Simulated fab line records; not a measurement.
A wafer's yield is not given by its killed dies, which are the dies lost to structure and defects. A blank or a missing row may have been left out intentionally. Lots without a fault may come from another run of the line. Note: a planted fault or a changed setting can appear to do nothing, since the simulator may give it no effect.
fab line records	flow sky130
record lots=11	wafers=32	last_day=50
route steps=708 shown METAL1@437 VIA1@458 PAD_OPEN@708
lots that met no fault: from a run of the same line without faults
start_h: hours from the record's opening day to when the first of the lot's shown wafers began	wait_h: time in hours since the lot's previous step	" the same as in the row above	L1.1+2: one row covering several wafers at once	- either no value or no given start	* or withheld: withheld	< > ~ a bound
route shown NAME@n: NAME is a module with steps in the file, n the number in the route of the first one	usual: mean and standard deviation over wafers with no fault	same: alike in all rows	chamber/n: place in a boat	sites: the reading at each site	_std_site: the standard deviation of these	_edge_site: mean of outer sites minus mean of inner sites	radius_mm: for every site, how far away it sits from the centre of the wafer	mask NAME#n: copy n	behind: the tool/chamber that last shaped the wafer	hold: reason for holding the lot/hours on hold/outcome of the hold	device: the n, p or np transistor that did not switch	end of line: the tests these same wafers got at the end of their route	where a step has no rows: the recipe by itself	killed: count of dies lost to structure and defects at first sort (not the wafer's yield)	map: the dies of a wafer, with x for killed, . for not killed, _ for no die there
set.NAME: the setting that was run; set.NAME@STEP: the one run at that earlier step	model.NAME: the simulator's own value behind a step, which no gauge read
a sample of lots followed through the steps of the route, with each step as a table and each wafer as a row
services: from which hour (start_h, from the record's first day; less than 0 if before it) a tool's chamber was out of use, for how many hours, and why
## steps
# step SKY_METAL1_SPUTTER_03
# recipe material=Ti	target_thk_nm=5	power_w=3000	time_s=3.3	chamber_pressure_pa=0.4
# usual chamber_pressure_pa=0.4000/0.00072	throttle_valve_pct=30.0/0.84
lot.wafer	tool	chamber	start_h	wait_h	chamber_pressure_pa	throttle_valve_pct
L381.1	pvd_sputter-04	-	779.05	0.0	0.4010	30.0
L381.3	"	-	"	"	0.3992	29.4
L381.5	"	-	"	"	0.4003	30.5
L382.3	pvd_sputter-04	-	795.99	0.0	0.3999	30.3
L382.4	"	-	"	"	0.3995	29.5
L382.6	"	-	"	"	0.4001	29.8
L387.1	pvd_sputter-03	-	802.44	0.0	0.4001	28.9
L387.2	"	-	"	"	0.4004	29.4
L387.6	"	-	"	"	0.4003	29.2
L386.2	pvd_sputter-02	-	805.13	0.0	0.4004	30.6
L386.3	"	-	"	"	0.3995	31.6
L386.5	"	-	"	"	0.4003	29.9
L388.1	pvd_sputter-04	-	818.53	0.0	0.3986	30.1
L388.2	"	-	"	"	0.3992	30.2
L388.3	"	-	"	"	0.4005	30.3
L389.1	pvd_sputter-03	-	821.70	0.0	0.4001	28.3
L389.2	"	-	"	"	0.4005	29.7
L389.6	"	-	"	"	0.3998	30.1
L395.4	pvd_sputter-02	-	866.83	0.0	0.4005	31.4
L395.5	"	-	"	"	0.4012	29.8
L396.3	pvd_sputter-04	-	887.23	0.0	0.3989	30.2
L396.4	"	-	"	"	0.3993	30.4
L396.6	"	-	"	"	0.3991	29.8
L397.2	pvd_sputter-02	-	894.64	0.0	0.3999	31.4
L397.4	"	-	"	"	0.3998	30.6
L397.5	"	-	"	"	0.3997	30.4
L399.1	pvd_sputter-03	-	898.70	0.0	0.3998	29.5
L399.4	"	-	"	"	0.3997	29.0
L399.6	"	-	"	"	0.3995	29.3
L400.3	pvd_sputter-03	-	903.08	0.0	0.4003	30.2
L400.4	"	-	"	"	0.4004	29.3
L400.5	"	-	"	"	0.3992	30.2
# step SKY_METAL1_ETCH_18
# recipe chemistry=N2/H2	target=BARC	ion_energy_ev=200	bias_w=100	pressure_mtorr=30	n2_flow_sccm=100	h2_flow_sccm=200	icp_w=500	stop_on=SiO2	time_s=45.9	target_depth_a=600
# usual drypump_motor_current_A=5.8/0.47	oes_product_au=0.855/0.0044	throttle_valve_pct=13.224/0.0092
lot.wafer	tool	chamber	start_h	wait_h	drypump_motor_current_A	oes_product_au	rf_hours_counter_h	throttle_valve_pct
L381.1	rie_metal-01	0	806.01	0.1	6.3	0.844	6	13.232
L381.3	"	0	"	"	6.3	0.846	-	13.219
L381.5	"	0	"	"	6.3	0.852	-	13.211
L382.3	rie_metal-04	1	822.61	0.0	5.5	0.853	-	13.225
L382.4	"	0	"	"	5.7	0.851	-	13.237
L382.6	"	0	"	"	5.6	0.860	-	13.225
L387.1	rie_metal-04	0	828.38	0.0	5.7	0.853	12	13.230
L387.2	"	1	"	"	5.5	0.853	13	13.216
L387.6	"	0	"	"	5.6	0.860	-	13.228
L386.2	rie_metal-01	1	831.62	0.0	6.5	0.858	1	13.224
L386.3	"	1	"	"	6.5	0.860	-	13.214
L386.5	"	0	"	"	6.3	0.854	-	13.229
L388.1	rie_metal-03	0	845.03	0.0	5.2	0.847	13	13.214
L388.2	"	1	"	"	5.5	0.858	10	13.218
L388.3	"	0	"	"	5.3	0.852	-	13.232
L389.1	rie_metal-01	1	848.38	0.0	6.5	0.855	2	13.217
L389.2	"	0	"	"	6.3	0.855	7	13.222
L389.6	"	1	"	"	6.6	0.860	-	13.221
L395.4	rie_metal-03	0	892.36	0.0	5.2	0.859	-	13.215
L395.5	"	1	"	"	5.5	0.853	-	13.215
L396.3	rie_metal-01	0	913.09	0.0	6.3	0.851	-	13.228
L396.4	"	1	"	"	6.5	0.858	-	13.222
L396.6	"	0	"	"	6.3	0.859	-	13.231
L397.2	rie_metal-03	0	919.78	0.0	5.2	0.859	15	13.218
L397.4	"	0	"	"	5.2	0.856	-	13.221
L397.5	"	1	"	"	5.5	0.859	-	13.230
L399.1	rie_metal-03	0	923.32	0.0	5.2	0.862	15	13.210
L399.4	"	0	"	"	5.2	0.852	-	13.235
L399.6	"	0	"	"	5.2	0.848	-	13.219
L400.3	rie_metal-04	1	928.58	0.0	5.5	0.857	-	13.216
L400.4	"	0	"	"	5.7	0.854	-	13.214
L400.5	"	0	"	"	5.6	0.855	-	13.230
# step SKY_METAL1_STRIP_20
# recipe chemistry=O2/N2	power_w=1400	pressure_mtorr=1500	platen_temp_c=withheld	o2_flow_sccm=3000	n2_flow_sccm=300	overash_fraction=0.5
# usual drypump_motor_current_A=5.7/0.33	oes_product_au=0.343/0.0049	strip_time_to_endpoint_s=2.690/0.026
lot.wafer	tool	chamber	start_h	wait_h	drypump_motor_current_A	oes_product_au	rf_hours_counter_h	strip_time_to_endpoint_s
L381.1	plasma_asher-01	1	806.32	0.1	5.9	0.342	38	2.674
L381.3	"	1	"	"	5.9	0.339	-	2.674
L381.5	"	0	"	"	5.6	0.338	-	2.673
L382.3	plasma_asher-01	1	822.77	0.1	5.8	0.344	-	2.715
L382.4	"	0	"	"	5.6	0.334	-	2.687
L382.6	"	0	"	"	5.6	0.344	-	2.702
L387.1	plasma_asher-03	1	828.54	0.1	5.8	0.340	103	2.698
L387.2	"	0	"	"	6.2	0.351	103	2.690
L387.6	"	0	"	"	6.2	0.347	-	2.689
L386.2	plasma_asher-01	0	831.77	0.1	5.6	0.345	41	2.714
L386.3	"	0	"	"	5.6	0.352	-	2.728
L386.5	"	0	"	"	5.6	0.350	-	2.693
L388.1	plasma_asher-03	0	845.19	0.1	6.2	0.337	104	2.700
L388.2	"	1	"	"	5.8	0.353	104	2.736
L388.3	"	0	"	"	6.2	0.346	-	2.672
L389.1	plasma_asher-01	0	848.53	0.1	5.6	0.345	43	2.688
L389.2	"	1	"	"	5.9	0.338	43	2.723
L389.6	"	0	"	"	5.6	0.335	-	2.705
L395.4	plasma_asher-03	0	892.52	0.1	6.2	0.344	-	2.691
L395.5	"	1	"	"	5.8	0.345	-	2.709
L396.3	plasma_asher-02	0	913.25	0.1	5.1	0.345	-	2.744
L396.4	"	1	"	"	5.9	0.347	-	2.702
L396.6	"	1	"	"	5.9	0.345	-	2.682
L397.2	plasma_asher-02	0	919.94	0.1	5.1	0.339	18	2.682
L397.4	"	1	"	"	5.9	0.345	-	2.679
L397.5	"	1	"	"	5.9	0.338	-	2.692
L399.1	plasma_asher-01	1	923.47	0.1	5.9	0.341	50	2.647
L399.4	"	1	"	"	5.9	0.343	-	2.661
L399.6	"	1	"	"	5.9	0.344	-	2.636
L400.3	plasma_asher-01	1	928.74	0.1	5.9	0.342	-	2.651
L400.4	"	0	"	"	5.6	0.342	-	2.692
L400.5	"	0	"	"	5.6	0.350	-	2.704
# step SKY_VIA1_HDPCVD_00
# recipe material=SiO2	target_thk_nm=1030	sigma_open_frac=0.3	time_s=171.7	temp_c=400	sih4_flow_sccm=60	pressure_mtorr=6
lot.wafer	tool	chamber	start_h	wait_h
L381.1+3+5	hdpcvd-02	2,1,2	806.92	0.0
L382.3+4+6	hdpcvd-02	2,0,1	823.41	0.0
L387.1+2+6	hdpcvd-02	1,2,2	829.31	0.0
L387.1+2+6	hdpcvd-02	1,2,2	829.59	0.2
L386.2+3+5	hdpcvd-01	2,1,1	832.71	0.0
L386.2+3+5	hdpcvd-01	2,1,1	832.99	0.2
L388.1+2+3	hdpcvd-01	2,0,1	846.80	0.0
L389.1+2+6	hdpcvd-02	0,2,1	849.30	0.0
L389.1+2+6	hdpcvd-02	0,2,1	849.58	0.2
L395.4+5	hdpcvd-01	1,0	893.20	0.1
L396.3+4+6	hdpcvd-02	0,1,0	913.85	0.0
L397.2+4+5	hdpcvd-02	0,1,2	920.57	0.0
L399.1+4+6	hdpcvd-02	2,2,1	924.06	0.0
L400.3+4+5	hdpcvd-01	1,2,1	929.30	0.0
# step SKY_VIA1_THK_MEAS_01
# recipe reads=SiO2_of_VIA1_HDPCVD_00
# usual VIA1_HDPCVD_THK=1032/10
lot.wafer	tool	chamber	start_h	wait_h	VIA1_HDPCVD_THK[nm]
L381.1	film_metro-01	-	807.03	0.1	1014
L381.3	"	-	"	"	1024
L381.5	"	-	"	"	1020
L382.3	film_metro-02	-	823.54	0.1	1036
L382.4	"	-	"	"	1045
L382.6	"	-	"	"	1038
L387.1	film_metro-01	-	829.70	0.1	2066
L387.2	"	-	"	"	2056
L387.6	"	-	"	"	2064
L386.2	film_metro-02	-	833.11	0.1	2036
L386.3	"	-	"	"	2024
L386.5	"	-	"	"	2012
L388.1	film_metro-02	-	846.92	0.1	1031
L388.2	"	-	"	"	1020
L388.3	"	-	"	"	1026
L389.1	film_metro-01	-	849.74	0.1	2084
L389.2	"	-	"	"	2067
L389.6	"	-	"	"	2086
L395.4	film_metro-02	-	893.29	0.0	1016
L395.5	"	-	"	"	1015
L396.3	film_metro-03	-	913.98	0.1	1033
L396.4	"	-	"	"	1032
L396.6	"	-	"	"	1039
L397.2	film_metro-02	-	920.69	0.1	1021
L397.4	"	-	"	"	1035
L397.5	"	-	"	"	1025
L399.1	film_metro-01	-	924.17	0.1	1043
L399.4	"	-	"	"	1042
L399.6	"	-	"	"	1044
L400.3	film_metro-02	-	929.44	0.1	1035
L400.4	"	-	"	"	1019
L400.5	"	-	"	"	1028
# step SKY_PAD_OPEN_PROBE_99
# usual defect_limited_yield=82.3/2.1	killed_at_M0_to_M3=43/7.4	killed_at_M4_up=3.1/1.8	killed_at_contacts=26/5.6	killed_at_front_end=15/4.9	killed_at_other=0.2/0.44	killed_dies=87/10	killed_open=48/7.6	killed_short=39/6.2	sort_bin_3_pad_short=0.9/0.43	sort_bin_5_function=10.5/1.5	sort_bin_6_memory=6.3/1.2	sort_n_pass=405/10	sort_yield_pct=82.3/2.1
# same gross_dies=492	killed_at_back_side=0	sort_bin_4_leakage[%]=0	sort_bin_8_speed[%]=0
lot.wafer	tool	chamber	start_h	wait_h	defect_limited_yield[%]	killed_at_M0_to_M3	killed_at_M4_up	killed_at_contacts	killed_at_front_end	killed_at_other	killed_dies	killed_open	killed_short	sort_bin_3_pad_short[%]	sort_bin_5_function[%]	sort_bin_6_memory[%]	sort_n_pass	sort_yield_pct[%]
L387.1	prober-01	-	1125.57	0.1	83.3	44	4	23	11	0	82	42	40	1.0	9.8	5.9	410	83.3
L387.2	prober-01	-	1125.62	0.1	82.1	47	6	24	11	0	88	48	40	0.8	10.4	6.7	404	82.1
L387.6	prober-01	-	1125.82	0.2	85.2	43	1	20	9	0	73	36	37	0.4	8.5	5.9	419	85.2
L386.2	prober-02	-	1128.96	0.1	85.8	34	3	20	13	0	70	38	32	0.6	7.3	6.3	422	85.8
L386.3	prober-02	-	1129.01	0.2	77.4	58	1	27	25	0	111	68	42	1.0	13.0	8.5	381	77.4
L386.5	prober-02	-	1129.11	0.2	80.7	45	4	28	18	0	95	51	42	0.4	12.4	6.5	397	80.7
L389.2	prober-02	-	1141.52	0.1	80.1	46	3	37	12	0	98	58	39	1.2	13.0	5.7	394	80.1
L395.5	prober-02	-	1169.36	0.2	83.7	42	2	23	13	0	80	42	38	0.4	9.8	6.1	412	83.7
L397.2	prober-02	-	1188.43	0.1	82.9	44	2	24	14	0	84	47	37	0.6	11.8	4.7	408	82.9
L397.5	prober-02	-	1188.58	0.2	83.7	47	0	22	11	0	80	44	36	1.6	9.6	5.1	412	83.7
L399.4	prober-01	-	1189.59	0.2	83.1	41	4	25	13	0	83	46	37	0.8	10.2	5.9	409	83.1
L400.3	prober-02	-	1194.77	0.2	85.0	41	4	20	9	0	74	43	31	0.4	8.1	6.5	418	85.0
L400.4	prober-02	-	1194.82	0.2	86.2	35	1	17	15	0	68	40	28	0.2	8.9	4.7	424	86.2
L400.5	prober-02	-	1194.87	0.2	83.9	50	1	14	14	0	79	39	40	0.2	9.3	6.5	413	83.9
# killed by level:class
L387.1 METAL1:geometric_particle:short=8 VIA1:geometric_particle:open=8 VIA2:geometric_particle:open=7 METAL2:geometric_particle:short=7 CONTACT:geometric_particle:open=6 LI_CONTACT:geometric_particle:open=5 FIELD_ISO:geometric_particle:open=4 LI_CONTACT:geometric_particle:short=4
L387.2 VIA1:geometric_particle:open=10 LI_CONTACT:geometric_particle:open=8 CONTACT:geometric_particle:open=7 VIA3:geometric_particle:open=6 CONTACT:geometric_particle:short=5 VIA1:geometric_particle:short=5 METAL2:geometric_particle:short=5 VIA2:geometric_particle:short=5
L387.6 VIA1:geometric_particle:open=14 VIA1:geometric_particle:short=9 CONTACT:geometric_particle:open=8 CONTACT:geometric_particle:short=6 VIA3:geometric_particle:open=6 LOCAL_INTERCONNECT:geometric_particle:short=4 SPACER:geometric_particle:short=3 METAL2:geometric_particle:short=3
L386.2 VIA1:geometric_particle:open=11 CONTACT:geometric_particle:open=9 VIA1:geometric_particle:short=6 FIELD_ISO:geometric_particle:open=4 CONTACT:geometric_particle:short=4 METAL1:geometric_particle:short=4 VIA2:geometric_particle:open=4 VIA3:geometric_particle:open=4
L386.3 VIA1:geometric_particle:open=13 CONTACT:geometric_particle:open=9 POLY_GATE:geometric_particle:open=9 METAL3:geometric_particle:short=8 VIA1:geometric_particle:short=8 LI_CONTACT:geometric_particle:open=7 VIA3:geometric_particle:open=7 FIELD_ISO:geometric_particle:open=5
L386.5 VIA1:geometric_particle:open=15 CONTACT:geometric_particle:open=12 METAL2:geometric_particle:short=7 VIA3:geometric_particle:open=5 FIELD_ISO:geometric_particle:short=4 FIELD_ISO:geometric_particle:open=4 POLY_GATE:geometric_particle:short=4 LOCAL_INTERCONNECT:geometric_particle:short=4
L389.2 CONTACT:geometric_particle:open=13 VIA1:geometric_particle:open=11 LI_CONTACT:geometric_particle:open=8 VIA3:geometric_particle:open=8 LOCAL_INTERCONNECT:geometric_particle:short=6 VIA2:geometric_particle:open=6 CONTACT:geometric_particle:short=6 POLY_GATE:geometric_particle:short=5
L395.5 VIA1:geometric_particle:open=8 VIA2:geometric_particle:open=8 CONTACT:geometric_particle:open=7 VIA3:geometric_particle:open=6 CONTACT:geometric_particle:short=5 VIA1:geometric_particle:short=5 LI_CONTACT:geometric_particle:open=4 LOCAL_INTERCONNECT:geometric_particle:short=4
L397.2 VIA1:geometric_particle:open=9 LI_CONTACT:geometric_particle:open=7 CONTACT:geometric_particle:open=7 METAL2:geometric_particle:short=7 CONTACT:geometric_particle:short=6 METAL1:geometric_particle:open=6 VIA2:geometric_particle:open=6 FIELD_ISO:geometric_particle:short=5
L397.5 VIA1:geometric_particle:open=11 VIA3:geometric_particle:open=10 METAL1:geometric_particle:short=9 CONTACT:geometric_particle:open=7 LI_CONTACT:geometric_particle:open=6 METAL2:geometric_particle:short=5 POLY_GATE:geometric_particle:short=4 CONTACT:geometric_particle:short=4
L399.4 CONTACT:geometric_particle:open=9 LI_CONTACT:geometric_particle:open=8 VIA1:geometric_particle:open=8 VIA3:geometric_particle:open=7 METAL2:geometric_particle:short=6 METAL1:geometric_particle:short=5 VIA2:geometric_particle:open=5 LOCAL_INTERCONNECT:geometric_particle:short=4
L400.3 VIA1:geometric_particle:open=9 LI_CONTACT:geometric_particle:open=7 VIA2:geometric_particle:open=7 CONTACT:geometric_particle:open=6 METAL2:geometric_particle:short=6 METAL1:geometric_particle:short=5 VIA1:geometric_particle:short=5 POLY_GATE:geometric_particle:open=4
L400.4 VIA2:geometric_particle:open=8 VIA1:geometric_particle:open=7 LI_CONTACT:geometric_particle:open=5 LOCAL_INTERCONNECT:geometric_particle:short=5 METAL1:geometric_particle:short=4 VIA3:geometric_particle:open=4 FIELD_ISO:geometric_particle:open=3 POLY_GATE:geometric_particle:short=3
L400.5 VIA3:geometric_particle:open=10 VIA3:geometric_particle:short=7 VIA2:geometric_particle:short=7 LI_CONTACT:geometric_particle:open=6 METAL1:geometric_particle:short=6 VIA1:geometric_particle:open=6 METAL2:geometric_particle:short=6 CONTACT:geometric_particle:open=5
## services
tool	chamber	start_h	hours	kind
hdpcvd-02	-	763.55	0.3	repair
pvd_sputter-03	3	772.65	-	consumable_replace:kit
pvd_sputter-03	3	772.65	18.0	scheduled_down
pvd_sputter-03	3	772.65	18.0	vent_cycle
rie_metal-01	1	792.18	-	clean
rie_metal-01	1	792.18	17.2	scheduled_down
rie_metal-01	1	792.18	17.2	vent_cycle
rie_metal-03	-	802.37	10.0	pm
rie_metal-04	-	817.85	1.0	repair
plasma_asher-01	-	823.24	0.4	repair
rie_metal-01	0	823.68	3.1	repair
hdpcvd-01	-	828.81	1.3	repair
rie_metal-04	-	844.59	1.9	repair
plasma_asher-01	-	859.17	1.4	repair
rie_metal-04	-	866.96	0.1	repair
rie_metal-04	1	867.09	-	clean
rie_metal-04	1	867.09	19.6	scheduled_down
rie_metal-04	1	867.09	19.6	vent_cycle
hdpcvd-02	2	873.50	5.9	repair
rie_metal-01	1	875.61	3.7	repair
pvd_sputter-02	-	882.23	5.3	repair
rie_metal-03	0	892.96	24.6	repair
hdpcvd-01	2	906.10	14.7	repair
rie_metal-03	-	910.28	0.4	repair
## key
first_sign step=SKY_VIA1_HDPCVD_00	reading=visit	direction=added
effect step=SKY_VIA1_THK_MEAS_01	reading=VIA1_HDPCVD_THK	direction=up	sigmas=99+	usual=1032	struck=2055
met_at SKY_VIA1_HDPCVD_00
struck_lots L386,L387,L389
not_acting_at SKY_METAL1_SPUTTER_03,SKY_METAL1_ETCH_18,SKY_METAL1_STRIP_20
fault kind=repeated_step_whole	tool=hdpcvd-01,hdpcvd-02	chamber=-	onset_h=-	steps=SKY_VIA1_HDPCVD_00	times=1	scope=struck_lots_only
